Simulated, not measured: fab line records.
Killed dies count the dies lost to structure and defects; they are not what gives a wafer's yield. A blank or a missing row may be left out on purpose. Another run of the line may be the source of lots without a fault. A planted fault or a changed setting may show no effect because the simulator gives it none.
Comparing a struck lot with a sound one	flow sky130	16 steps out of a route of 708
Sound: these wafers, L337.2, L337.4, L337.6. Struck: wafers L343.1, L343.3. (L343.5 of the same lot was not struck and is left out.) The cause comes at the end.
Order at every step that has rows: each side's tool, ch and its chambers, its first start. Under that, the readings that differ: sound wafers	struck wafers	difference of the means	sigmas: that difference in standard deviations of wafers without a fault.
alike: readings whose means differ by less than 2 such deviations, and words and numbers that are the same on both sides. not compared: withheld readings, readings that some wafer has no value for, bounds like >300 that may hide the same value, and numbers for which the record gives no deviation and whose values overlap.
The two part at a step that has a row with sigmas, a row that says differs or no value, or rows on one side only. Numbers that have no deviation but don't overlap get no sigmas and don't part them. A reading that every wafer of one side lacks parts them only if that side has two wafers or more.

first, 8 steps without rows for these wafers: SKY_METAL1_DEHYDRATE_07 (time 60 s); SKY_METAL1_HMDS_08 (prime time 60 s); SKY_METAL1_COAT_09 (resist thk 60 nm); SKY_METAL1_COAT_10 (resist thk 450 nm); SKY_METAL1_SOFTBAKE_11 (time 90 s); SKY_METAL1_EXPOSE_12 (exposes mask MM1, target cd 140 nm); SKY_METAL1_PEB_13; SKY_METAL1_DEVELOP_14 (develop time 60 s).
SKY_METAL1_CD_MEAS_15: target cd 140 nm.
  struck on cd sem-02, day 36 15:55; sound on cd sem-02, day 34 11:14
  alike: cd nm
SKY_METAL1_OVL_MEAS_16:
  struck on overlay-01, day 36 16:02; sound on overlay-02, day 34 11:20
reading	sound	struck	difference	sigmas
METAL1_OVL (nm)	-2 -8 -5	14 15	+20	+3
SKY_METAL1_DESCUM_17: chemistry O2, time 8 s.
  sound on rie metal-01 ch 0, day 34 11:22; struck on rie metal-02 ch 1, day 36 16:04
reading	sound	struck	difference	sigmas
drypump motor current A (A)	6.4 6.4 6.4	5.3 5.4	-1.1	-3
oes product au (a.u.)	1.016 1.018 1.010	0.978 0.982	-0.035	-3
  not compared: rf hours counter h
SKY_METAL1_ETCH_18: etches BARC in N2/H2, stops on SiO2, time 45.9 s, target depth 60 nm.
  sound on rie metal-01 ch 0, day 34 11:24; struck on rie metal-02 ch 1, day 36 16:06
reading	sound	struck	difference	sigmas
drypump motor current A (A)	6.5 6.5 6.4	5.4 5.4	-1.1	-3
  alike: n2 flow sccm, oes product au, rf fwd power W, throttle valve pct
  not compared: rf hours counter h
SKY_METAL1_METAL_ETCH_19: etches the open film in Cl2/BCl3, stops on SiO2, target depth 360 nm, time 78 s.
  sound on rie metal-01 ch 0, day 34 11:28; struck on rie metal-02 ch 1, day 36 16:10
reading	sound	struck	difference	sigmas
drypump motor current A (A)	6.4 6.5 6.4	5.3 5.3	-1.1	-3
rf fwd power W (W)	893 898 902	740 739	-158	-39
model.KrF-thick_of_METAL1_COAT_10.thk nm (nm)	156.1 156.6 153.2	192.8 193.2	+37.7	
model.METAL1.cd nm (nm)	142.5 143.4 142.8	144.9 147	+3.0	
  alike: oes product au, throttle valve pct
  not compared: rf hours counter h
SKY_METAL1_STRIP_20: strips in O2/N2.
  sound on plasma asher-04 ch 0,1, day 34 11:34; struck on plasma asher-04 ch 0,1, day 36 16:16
reading	sound	struck	difference	sigmas
oes product au (a.u.)	0.342 0.337 0.343	0.361 0.366	+0.023	+4
strip time to endpoint s (s)	2.65 2.67 2.65	3.07 3.08	+0.42	+7
  alike: drypump motor current A, n2 flow sccm
  not compared: rf hours counter h
then, 2 steps without rows for these wafers: SKY_METAL1_STRIP_21 (strips in post etch residue remover, time 1200 s); SKY_PAD_OPEN_PROBE_99.

## WHERE THEY PART
At SKY_METAL1_OVL_MEAS_16 first; at SKY_METAL1_STRIP_20 last (within this record only).

WHY: what had been put in by the simulator
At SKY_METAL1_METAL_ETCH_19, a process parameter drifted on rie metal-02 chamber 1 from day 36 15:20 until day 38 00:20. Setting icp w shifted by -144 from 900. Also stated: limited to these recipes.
